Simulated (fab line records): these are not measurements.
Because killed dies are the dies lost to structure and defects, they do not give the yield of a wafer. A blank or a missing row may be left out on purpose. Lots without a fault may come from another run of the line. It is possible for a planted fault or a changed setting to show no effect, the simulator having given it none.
Matching of chambers || flow gf180mcu || cmp-02 running GF_V5_CMP_04: 4 sister chambers
The step polishes SiO2. 22 wafers are shown with their chamber, then 11 later ones without.

== WAFERS WITH THEIR CHAMBER ==
{"wafer": "L081.3", "chamber": 0, "motor_current_A (A)": 12.8}
{"wafer": "L081.4", "chamber": 3, "motor_current_A (A)": 12.2}
{"wafer": "L081.5", "chamber": 3, "motor_current_A (A)": 12.4}
{"wafer": "L082.1", "chamber": 1, "motor_current_A (A)": 10.1}
{"wafer": "L082.2", "chamber": 0, "motor_current_A (A)": 12.4}
{"wafer": "L082.3", "chamber": 2, "motor_current_A (A)": 12.2}
{"wafer": "L083.1", "chamber": 0, "motor_current_A (A)": 12.1}
{"wafer": "L083.2", "chamber": 3, "motor_current_A (A)": 12.3}
{"wafer": "L083.3", "chamber": 1, "motor_current_A (A)": 10.3}
{"wafer": "L084.1", "chamber": 0, "motor_current_A (A)": 11.7}
{"wafer": "L084.5", "chamber": 3, "motor_current_A (A)": 12.5}
{"wafer": "L084.6", "chamber": 0, "motor_current_A (A)": 12.0}
{"wafer": "L085.1", "chamber": 0, "motor_current_A (A)": 12.5}
{"wafer": "L085.3", "chamber": 2, "motor_current_A (A)": 11.5}
{"wafer": "L085.4", "chamber": 3, "motor_current_A (A)": 11.7}
{"wafer": "L086.2", "chamber": 2, "motor_current_A (A)": 11.4}
{"wafer": "L086.4", "chamber": 0, "motor_current_A (A)": 12.6}
{"wafer": "L086.5", "chamber": 1, "motor_current_A (A)": 9.9}
{"wafer": "L089.2", "chamber": 2, "motor_current_A (A)": 11.5}
{"wafer": "L089.3", "chamber": 1, "motor_current_A (A)": 10.0}
{"wafer": "L089.5", "chamber": 3, "motor_current_A (A)": 12.3}
{"wafer": "L091.2", "chamber": 1, "motor_current_A (A)": 9.3}

SIGNATURES (means of the wafers above)
{"reading": "motor_current_A", "chamber 0": 12.300, "chamber 1": 9.920, "chamber 2": 11.650, "chamber 3": 12.233, "scatter within a chamber": 0.354}
Rule: a wafer's distance from a chamber is the root of the sum, over the readings, of the square of ((its reading less the chamber's mean) divided by the reading's scatter). The wafer belongs to the nearest chamber; if the next one is less than 2 further off, it can't be placed. The scatter: the root of (the sum of the squares of (reading less its chamber's mean) over the shown wafers, divided by (wafers less chambers)).

== WAFERS WITHOUT THEIR CHAMBER ==
{"wafer": "L091.3", "motor_current_A (A)": 12.2}
{"wafer": "L091.4", "motor_current_A (A)": 12.4}
{"wafer": "L092.1", "motor_current_A (A)": 11.9}
{"wafer": "L092.2", "motor_current_A (A)": 10.1}
{"wafer": "L092.4", "motor_current_A (A)": 11.7}
{"wafer": "L095.1", "motor_current_A (A)": 11.9}
{"wafer": "L095.3", "motor_current_A (A)": 13.0}
{"wafer": "L095.6", "motor_current_A (A)": 12.0}
{"wafer": "L096.1", "motor_current_A (A)": 10.0}
{"wafer": "L096.2", "motor_current_A (A)": 12.0}
{"wafer": "L096.5", "motor_current_A (A)": 12.3}

== WHICH CHAMBER EACH WENT THROUGH ==
{"wafer": "L091.3", "from the rows above": "can't be placed: 3 or 0 or 2", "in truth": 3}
{"wafer": "L091.4", "from the rows above": "can't be placed: 0 or 3 or 2", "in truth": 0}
{"wafer": "L092.1", "from the rows above": "can't be placed: 2 or 3 or 0", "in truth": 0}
{"wafer": "L092.2", "from the rows above": 1, "in truth": 1}
{"wafer": "L092.4", "from the rows above": "can't be placed: 2 or 3 or 0", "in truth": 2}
{"wafer": "L095.1", "from the rows above": "can't be placed: 2 or 3 or 0", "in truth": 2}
{"wafer": "L095.3", "from the rows above": "can't be placed: 0 or 3 or 2", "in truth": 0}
{"wafer": "L095.6", "from the rows above": "can't be placed: 3 or 0 or 2", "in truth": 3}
{"wafer": "L096.1", "from the rows above": 1, "in truth": 1}
{"wafer": "L096.2", "from the rows above": "can't be placed: 3 or 0 or 2", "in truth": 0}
{"wafer": "L096.5", "from the rows above": "can't be placed: 0 or 3 or 2", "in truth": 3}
2 of 11 placed correctly. Unplaceable from these rows: 9, with the true chamber sitting among the candidates in 9. Wrongly placed: 0.
